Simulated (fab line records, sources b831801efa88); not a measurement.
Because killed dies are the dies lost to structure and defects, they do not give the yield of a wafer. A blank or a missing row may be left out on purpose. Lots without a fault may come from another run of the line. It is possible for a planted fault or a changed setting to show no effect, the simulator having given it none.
A struck lot beside a sound one	flow sky130	44 out of 708 route steps
Sound: these wafers, L173.1, L173.4, L173.5. Struck: wafer L191.1 (L191.2, L191.3, from the same lot, were not struck and are left out); the cause is given at the end.
At each step with rows: each side's tool, then ch and its chambers, then its first start. Under that, the readings that differ: sound wafers	struck wafers	difference of the means	sigmas: that difference in standard deviations of wafers without a fault.
alike: a reading whose means differ by less than 2 such deviations, as well as words and numbers matching on both sides. not compared: withheld readings; readings where some wafer has no value; bounds like >300 that might hide an equal value; numbers whose values overlap and for which the record gives no deviation.
Wherever a step has rows on one side only, a row that says differs or no value, or a row with sigmas, the two part there. Numbers that have no deviation but don't overlap get no sigmas and don't part them. A reading missing from all wafers of one side parts the sides only when that side holds two or more wafers.

first, 4 steps without rows for these wafers: SKY_VIA4_STRIP_14 (strips in post etch residue remover, time 1200 s); SKY_VIA4_CLEAN_15 (cleans in IPA, time 180 s); SKY_VIA4_CLEAN_16 (cleans in O3/DIW); SKY_VIA4_SPUTTER_17 (material TiN, target thk 20 nm, time 80 s).
SKY_VIA4_CVD_18: deposits W, target thk 505 nm, time 152.14 s.
  sound on cvdW-02 ch 0,1, day 43 01:37; struck on cvdW-02 ch 0, day 47 16:25
  alike: heaterPowerW
SKY_VIA4_RS_MEAS_19: the measuring method here is four-point-probe.
  sound on filmMetro-01 at day 43 01:46; struck on filmMetro-01 at day 47 16:34
  alike: VIA4_W_RS
SKY_VIA4_THK_MEAS_20: measures by xrf.
  sound on filmMetro-01 at day 43 01:53; struck on filmMetro-01 at day 47 16:41
  alike: VIA4_W_THK
then, 2 steps without rows for these wafers: SKY_VIA4_CMP_21 (polishes, stops on SiO2, t overpolish 25 s, target thk 0 nm); SKY_METAL5_SPUTTER_00 (material Ti, target thk 15 nm, time 10 s).
SKY_METAL5_SPUTTER_01: material TiN, target thk 20 nm, time 16.7 s.
  sound on pvdSputter-03 at day 43 02:16; struck on pvdSputter-01 at day 47 17:04
  alike: throttleValvePct
then, 1 step without rows for these wafers: SKY_METAL5_SPUTTER_02 (material AlCu, target thk 1150 nm, time 61.2 s).
SKY_METAL5_SPUTTER_03: material Ti, target thk 5 nm, time 3.3 s.
  sound on pvdSputter-03 at day 43 02:22; struck on pvdSputter-01 at day 47 17:08
  alike: throttleValvePct
SKY_METAL5_SPUTTER_04: material TiN, target thk 70 nm, time 58.3 s.
  sound on pvdSputter-03 at day 43 02:23; struck on pvdSputter-01 at day 47 17:10
reading	sound	struck	difference	sigmas
model.TiN_of_METAL5_SPUTTER_04.thkNm (nm)	68.89 68.16 69.2	98.74	+29.99	
  alike: throttleValvePct
SKY_METAL5_RS_MEAS_05: the measuring method here is four-point-probe.
  sound on filmMetro-03 at day 43 02:26; struck on filmMetro-04 at day 47 17:13
  alike: METAL5_ALCU_RS
SKY_METAL5_THK_MEAS_06: measures by xrf.
  sound on filmMetro-03 at day 43 02:34; struck on filmMetro-04 at day 47 17:20
reading	sound	struck	difference	sigmas
METAL5_ALCU_THK (nm)	1162 1169 1156	1092	-70	-5
then, 7 steps without rows for these wafers: SKY_METAL5_DEHYDRATE_07 (time 60 s); SKY_METAL5_HMDS_08 (prime time 60 s); SKY_METAL5_COAT_09 (resist thk 1800 nm); SKY_METAL5_SOFTBAKE_10 (time 60 s); SKY_METAL5_EXPOSE_11 (exposes mask MM5, target cd 1600 nm); SKY_METAL5_PEB_12; SKY_METAL5_DEVELOP_13 (develop time 60 s).
SKY_METAL5_DESCUM_14: chemistry O2, time 11 s.
  sound on rieMetal-04 ch 0,1, day 44 00:37; struck on rieMetal-03 ch 1, day 48 12:22
reading	sound	struck	difference	sigmas
oesProductAu (a.u.)	1.004 1.007 1.001	0.989	-0.015	-2
  alike: drypumpMotorCurrentA
  not compared: rfHoursCounterH
then, 2 steps without rows for these wafers: SKY_METAL5_METAL_ETCH_15 (etches the open film in Cl2/BCl3, stops on SiO2, target depth 1260 nm, time 252 s); SKY_METAL5_STRIP_16 (strips in O2/N2).
SKY_METAL5_STRIP_17: strips in post etch residue remover, time 1200 s.
  sound on wetBench-04 ch 3, day 44 00:59; struck on wetBench-01 ch 1, day 48 12:44
reading	sound	struck	difference	sigmas
model.TiN_of_METAL5_SPUTTER_04.thkNm (nm)	68.47 67.74 68.78	98.32	+29.99	
  alike: bathGuardTempC
then, 3 steps without rows for these wafers: SKY_METAL5_CLEAN_18 (cleans in IPA, time 180 s); SKY_METAL5_CLEAN_19 (cleans in O3/DIW); SKY_PASSIVATION_CVD_00 (deposits SiO2, target thk 90 nm).
SKY_PASSIVATION_THK_MEAS_01:
  sound on filmMetro-02 at day 44 01:29; struck on filmMetro-04 at day 48 13:16
  alike: PASSIVATION_CVD_00_THK
then, 1 step without rows for these wafers: SKY_PASSIVATION_CVD_02 (deposits Si3N4, target thk 540 nm).
SKY_PASSIVATION_THK_MEAS_03:
  sound on filmMetro-04 at day 44 01:47; struck on filmMetro-02 at day 48 13:32
  alike: PASSIVATION_CVD_02_THK
then, 7 steps without rows for these wafers: SKY_PASSIVATION_DEHYDRATE_04 (time 60 s); SKY_PASSIVATION_HMDS_05 (prime time 60 s); SKY_PASSIVATION_COAT_06 (resist thk 3000 nm); SKY_PASSIVATION_SOFTBAKE_07; SKY_PASSIVATION_EXPOSE_08 (exposes mask NSM, target cd 3000 nm); SKY_PASSIVATION_PEB_09; SKY_PASSIVATION_DEVELOP_10 (develop time 60 s).
SKY_PASSIVATION_ETCH_11: etches the open film in CF4/O2, stops on AlCu, target depth 725 nm, time 161.1 s.
  sound on rieDiel-03 ch 0,2,3, day 45 00:11; struck on rieDiel-02 ch 3, day 49 07:34
reading	sound	struck	difference	sigmas
drypumpMotorCurrentA (A)	6.1 5.7 5.7	4.8	-1.0	-3
model.PASSIVATION.featureDepthNm (nm)	702.2 707.5 704.3	722.5	+17.8	
  alike: biasW, oesProductAu, throttleValvePct
  not compared: rfHoursCounterH
SKY_PASSIVATION_STRIP_12: strips in O2/N2.
  sound on plasmaAsher-04 ch 0,1, day 45 00:17; struck on plasmaAsher-03 ch 1, day 49 07:40
reading	sound	struck	difference	sigmas
oesProductAu (a.u.)	0.667 0.662 0.665	0.654	-0.011	-2
  alike: drypumpMotorCurrentA, stripTimeToEndpointS
  not compared: rfHoursCounterH
then, 1 step without rows for these wafers: SKY_PAD_OPEN_DEHYDRATE_00 (time 60 s).
SKY_PAD_OPEN_ETCH_07: etches the open film in CF4/O2, stops on AlCu, target depth 725 nm, time 161.1 s.
  sound on rieDiel-01 ch 2,3, day 45 21:19; struck on rieDiel-01 ch 2, day 50 01:10
reading	sound	struck	difference	sigmas
model.PAD_OPEN.featureDepthNm (nm)	702.2 707.5 704.3	713.7	+9.0	
  alike: biasW, drypumpMotorCurrentA, oesProductAu, throttleValvePct
  not compared: rfHoursCounterH
SKY_PAD_OPEN_PROBE_99:
  sound on prober-02 at day 45 23:52; struck on prober-02 at day 50 03:29
reading	sound	struck	difference	sigmas
killedAtOther	0 2 3	0	-2	-2
  alike: defectLimitedYield, killed_at_M0_to_M3, killed_at_M4_up, killedAtContacts, killedAtFrontEnd, killedDies, killedOpen, killedShort, sort_bin_3_pad_short, sort_bin_5_function, sort_bin_6_memory, sortNPass, sortYieldPct

## WHERE THEY PART
Earliest at SKY_METAL5_THK_MEAS_06; latest, in this record, at SKY_PAD_OPEN_PROBE_99.

WHY: whatever the simulator had introduced
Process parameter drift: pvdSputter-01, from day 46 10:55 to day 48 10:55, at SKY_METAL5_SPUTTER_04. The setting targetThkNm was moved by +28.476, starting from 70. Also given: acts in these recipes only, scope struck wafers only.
